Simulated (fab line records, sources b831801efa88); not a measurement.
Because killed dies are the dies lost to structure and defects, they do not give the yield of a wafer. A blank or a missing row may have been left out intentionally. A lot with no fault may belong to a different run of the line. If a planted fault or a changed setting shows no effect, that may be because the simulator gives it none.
A lot that was struck, set against a sound lot    flow sky130    14 out of 708 route steps
Sound: these wafers, L301.1, L301.3, L301.4. Struck: wafers L298.1, L298.4, L298.6. At the end, the cause is stated.
Each step with rows lists, per side, the tool, then ch with its chambers, then its first start. Under that, the readings that differ: sound wafers    struck wafers    difference of the means    sigmas: that difference in standard deviations of wafers without a fault.
alike: readings whose means differ by less than 2 such deviations, and words and numbers that are the same on both sides. not compared: withheld readings, readings that some wafer has no value for, bounds like >300 that may hide the same value, and numbers for which the record gives no deviation and whose values overlap.
A row with sigmas, a row that says differs or no value, or rows on one side alone: a step with any of these is where the two part. Numbers that have no deviation but don't overlap get no sigmas and don't part them. Lack of a reading on every wafer of one side parts them only where that side has two or more wafers.

first, 6 steps without rows for these wafers: SKY_DNWELL_COAT_02 (resist thk 3000 nm); SKY_DNWELL_SOFTBAKE_03; SKY_DNWELL_EXPOSE_04 (exposes mask DNM, target cd 3000 nm); SKY_DNWELL_PEB_05; SKY_DNWELL_DEVELOP_06 (develop time 60 s); SKY_DNWELL_IMPLANT_07.
SKY_DNWELL_STRIP_08: strips in O2/N2.
  sound on plasma-asher-03 ch 0,1, day 6 08:40; struck on plasma-asher-01 ch 0,1, day 5 15:50
  alike: chamber-pressure-mTorr, drypump-motor-current-A, n2-flow-sccm, oes-product-au, strip-time-to-endpoint-s
  not compared: rf-hours-counter-h
SKY_DNWELL_TW_MEAS_09:
  struck on film-metro-04, day 5 15:56; sound on film-metro-03, day 6 08:46
reading    sound           struck          difference  sigmas
DNWELL_TW  1117 1119 1114  1097 1099 1104  -17         -2
then, 4 steps without rows for these wafers: SKY_PWDE_DEHYDRATE_00 (time 60 s); SKY_PWDE_HMDS_01 (prime time 60 s); SKY_PWDE_COAT_02 (resist thk 3000 nm); SKY_PWDE_SOFTBAKE_03.
SKY_PWDE_EXPOSE_04: exposes mask PWDEM, target cd 840 nm.
  struck on iline-stepper-02, day 6 01:02; sound on iline-stepper-02 ch 0, day 6 18:04
  no value came back on the struck wafers for exposure-dose-mJ-cm2, focus-offset-nm (nm); on the sound wafers exposure-dose-mJ-cm2 reads 214.00 214.15 214.11
  alike: mask
following that, these wafers have no rows for 1 step: SKY_PWDE_PEB_05.

## WHERE THEY PART
Earliest at SKY_DNWELL_TW_MEAS_09; latest, in this record, at SKY_PWDE_EXPOSE_04.

WHY: what the simulator had put in
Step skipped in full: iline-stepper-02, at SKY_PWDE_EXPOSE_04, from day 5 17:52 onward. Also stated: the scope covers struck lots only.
